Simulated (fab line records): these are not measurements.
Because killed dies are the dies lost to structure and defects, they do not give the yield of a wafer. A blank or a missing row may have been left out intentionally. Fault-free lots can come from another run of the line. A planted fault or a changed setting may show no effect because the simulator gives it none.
Which tool is to blame?    flow sky130    39 wafers from 13 lots sampled at 6 of the route's 708 steps

## WHAT EACH GAUGE READ, for each wafer
SKY_DNWELL_TW_MEAS_09. Usual: for DNWELL_TW the level is 1120 and the standard deviation is 6.2.
lot   measured     on             DNWELL_TW       flag
L524  day 3 05:58  film metro-02  1125 1124 1126  
L525  day 3 11:25  film metro-02  1115 1120 1120  
L526  day 3 14:44  film metro-04  1130 1129 1128  
L527  day 3 18:41  film metro-02  1120 1113 1111  
L534  day 5 11:52  film metro-03  1118 1116 1118  
L538  day 6 09:42  film metro-03  1120 1118 1111  
L539  day 6 14:23  film metro-04  1118 1108 1111  
L540  day 6 20:41  film metro-04  1119 1116 1117  
L542  day 7 05:40  film metro-03  1121 1117 1130  
L543  day 7 10:49  film metro-03  1130 1124 1127  
L545  day 7 21:13  film metro-04  1117 1115 1114  
L546  day 8 02:19  film metro-03  1115 1113 1110  
L547  day 8 07:42  film metro-03  1124 1133 1119  

SKY_VT_ADJUST_LVTN_TW_MEAS_21. Usual: for VT_ADJUST_LVTN_2_TW the level is 189.7 and the standard deviation is 1.2.
lot   measured      on             VT_ADJUST_LVTN_2_TW  flag
L524  day 7 17:58   film metro-03  189.7 188.4 189.5    
L525  day 8 00:38   film metro-03  189.4 189.1 189.5    
L526  day 8 05:13   film metro-01  188.4 188.4 188.3    
L527  day 8 09:37   film metro-04  188.2 188.2 187.8    
L534  day 10 16:05  film metro-03  30.5 30.5 30.4       OFF
L538  day 11 20:35  film metro-03  190.5 190.3 190.5    
L539  day 12 02:01  film metro-04  188.5 187.9 189.3    
L540  day 12 10:55  film metro-04  188.1 188.6 188.0    
L542  day 12 19:57  film metro-03  191.3 190.6 191.2    
L543  day 13 02:16  film metro-03  190.6 191.4 190.4    
L545  day 13 14:19  film metro-04  189.2 189.7 190.4    
L546  day 13 21:50  film metro-03  191.6 190.8 190.5    
L547  day 14 05:53  film metro-03  189.6 191.0 191.0    

SKY_GATE_OXIDE_OVL_MEAS_10. Usual: for GATE_OXIDE_OVL the level is -0.3 nm and the standard deviation is 1.2.
lot   measured      on          GATE_OXIDE_OVL (nm)  flag
L524  day 13 19:20  overlay-02  0.0 -0.6 2.1         
L525  day 14 06:16  overlay-01  -0.8 -0.3 1.1        
L526  day 14 10:40  overlay-01  -2.2 0.3 0.3         
L527  day 14 15:46  overlay-01  -0.1 0.8 1.1         
L534  day 17 10:58  overlay-02  1.3 1.5 1.7          
L538  day 19 00:34  overlay-01  0.1 -1.9 -0.9        
L539  day 20 00:29  overlay-01  -1.8 -1.0 -1.5       
L540  day 19 23:46  overlay-02  0.7 1.9 0.2          
L542  day 20 04:19  overlay-02  1.0 1.3 0.5          
L543  day 20 12:13  overlay-02  -1.4 -0.4 -1.1       
L545  day 21 01:58  overlay-02  -0.4 -1.5 -2.8       
L546  day 21 20:40  overlay-02  -2.3 -0.6 -2.8       
L547  day 21 20:58  overlay-02  -0.7 -0.1 -0.6       

SKY_POLY_GATE_OVL_MEAS_14. Usual: for POLY_GATE_OVL the level is -2 nm and the standard deviation is 6.
lot   measured      on          POLY_GATE_OVL (nm)  flag
L524  day 16 08:02  overlay-01  -2 -1 4             
L525  day 16 19:44  overlay-02  9 2 -2              
L526  day 17 01:44  overlay-02  -4 3 -7             
L527  day 17 05:47  overlay-01  5 -6 -7             
L534  day 20 07:35  overlay-02  -8 -18 -9           
L538  day 21 20:08  overlay-01  1 -4 -3             
L539  day 22 20:08  overlay-01  -13 -6 -2           
L540  day 22 17:35  overlay-02  -3 -2 3             
L542  day 22 23:58  overlay-01  3 -2 3              
L543  day 23 08:32  overlay-02  -2 0 -8             
L545  day 23 20:17  overlay-02  -2 -6 -8            
L546  day 24 15:22  overlay-02  -3 -8 3             
L547  day 24 17:37  overlay-01  -5 0 -12            

## EACH LOT AND THE TOOL THAT RAN IT (in order: tool; ch and the chambers of the sampled wafers; start)
lot   SKY_VT_ADJUST_LVTN_STRIP_09           SKY_VT_ADJUST_LVTN_STRIP_20
L524  plasma asher-01 ch 0,1, day 6 21:33   plasma asher-03 ch 0,1, day 7 17:51
L525  plasma asher-03 ch 0,1, day 7 04:26   plasma asher-04 ch 0,1, day 8 00:32
L526  plasma asher-04 ch 0,1, day 7 09:05   plasma asher-04 ch 0,1, day 8 05:08
L527  plasma asher-01 ch 0,1, day 7 13:20   plasma asher-04 ch 0,1, day 8 09:32
L534  plasma asher-03 ch 0,1, day 9 18:14   plasma asher-03 ch 0,1, day 10 15:59
L538  plasma asher-01 ch 0,1, day 10 20:23  plasma asher-04 ch 0,1, day 11 20:29
L539  plasma asher-01 ch 0,1, day 11 02:05  plasma asher-01 ch 0,1, day 12 01:56
L540  plasma asher-04 ch 0,1, day 11 09:56  plasma asher-03 ch 0,1, day 12 10:49
L542  plasma asher-01 ch 0,1, day 11 18:53  plasma asher-04 ch 0,1, day 12 19:51
L543  plasma asher-04 ch 0,1, day 12 00:53  plasma asher-04 ch 1, day 13 02:09
L545  plasma asher-03 ch 0, day 12 12:12    plasma asher-03 ch 0,1, day 13 14:12
L546  plasma asher-01 ch 0,1, day 12 20:12  plasma asher-03 ch 0,1, day 13 21:44
L547  plasma asher-01 ch 0,1, day 13 04:35  plasma asher-01 ch 0,1, day 14 05:47
- SKY_VT_ADJUST_LVTN_STRIP_09: strips in O2/N2.
- SKY_VT_ADJUST_LVTN_STRIP_20: strips in O2/N2.

## WHAT THE TOOLS THEMSELVES READ (means of the sampled wafers that have a number; where no wafer has one, the mark that the record gives instead)
SKY_VT_ADJUST_LVTN_STRIP_09. Usual: drypump motor current A 5.6 A, standard deviation 0.4; oes product au 0.722 a.u., standard deviation 0.0041; strip time to endpoint s 36.89 s, standard deviation 0.11.
lot   tool             drypump motor current A (A)  oes product au (a.u.)  strip time to endpoint s (s)  flag
L524  plasma asher-01  5.4                          0.722                  36.83                         
L525  plasma asher-03  6.1                          0.719                  37.01                         
L526  plasma asher-04  5.7                          0.719                  36.75                         
L527  plasma asher-01  5.3                          0.720                  36.89                         
L534  plasma asher-03  5.8                          0.956                  -                             OFF
L538  plasma asher-01  5.3                          0.725                  36.98                         
L539  plasma asher-01  5.3                          0.725                  36.88                         
L540  plasma asher-04  5.7                          0.721                  37.00                         
L542  plasma asher-01  5.3                          0.720                  36.79                         
L543  plasma asher-04  5.7                          0.722                  36.84                         
L545  plasma asher-03  6.4                          0.725                  37.01                         
L546  plasma asher-01  5.3                          0.718                  36.87                         
L547  plasma asher-01  5.3                          0.723                  36.85                         

SKY_VT_ADJUST_LVTN_STRIP_20. Usual: drypump motor current A 5.7 A, standard deviation 0.42; oes product au 0.716 a.u., standard deviation 0.0047; strip time to endpoint s 14.20 s, standard deviation 0.04.
lot   tool             drypump motor current A (A)  oes product au (a.u.)  strip time to endpoint s (s)  flag
L524  plasma asher-03  6.1                          0.722                  14.18                         
L525  plasma asher-04  5.7                          0.717                  14.17                         
L526  plasma asher-04  5.7                          0.717                  14.15                         
L527  plasma asher-04  5.7                          0.715                  14.22                         
L534  plasma asher-03  6.1                          0.718                  28.06                         OFF
L538  plasma asher-04  5.8                          0.718                  14.17                         
L539  plasma asher-01  5.3                          0.713                  14.26                         
L540  plasma asher-03  6.1                          0.719                  14.18                         
L542  plasma asher-04  5.8                          0.713                  14.23                         
L543  plasma asher-04  5.8                          0.715                  14.20                         
L545  plasma asher-03  5.7                          0.714                  14.22                         
L546  plasma asher-03  6.1                          0.719                  14.23                         
L547  plasma asher-01  5.4                          0.716                  14.20                         

## THE ANSWER, worked out from the rows above alone
Rule: lot off if the mean of its wafers having a number is beyond 3 standard deviations from the usual mean. Also off: a lot with no number at a reading for which 4 or more lots have one. All remaining lots with rows at the step are treated as sound. Order of review: gauges by route order, followed by the tools' own readings, for which a lot's mean as printed above is used. The first step at which some lot is off is used, and at that step the reading that is off furthest; a lot without a number counts as furthest.
Off: L534, at SKY_VT_ADJUST_LVTN_TW_MEAS_21 (VT_ADJUST_LVTN_2_TW).
If a tool, at a process step before that reading, ran all the lots that are off and no sound lot after the first of them, it fits. The gauges at SKY_VT_ADJUST_LVTN_TW_MEAS_21 aren't tried: what is off there is off at SKY_VT_ADJUST_LVTN_STRIP_09 too, on other tools, and a gauge's error can't cause that. No candidate that was tried fits.

## WHAT HAD BEEN PUT IN BY THE SIMULATOR
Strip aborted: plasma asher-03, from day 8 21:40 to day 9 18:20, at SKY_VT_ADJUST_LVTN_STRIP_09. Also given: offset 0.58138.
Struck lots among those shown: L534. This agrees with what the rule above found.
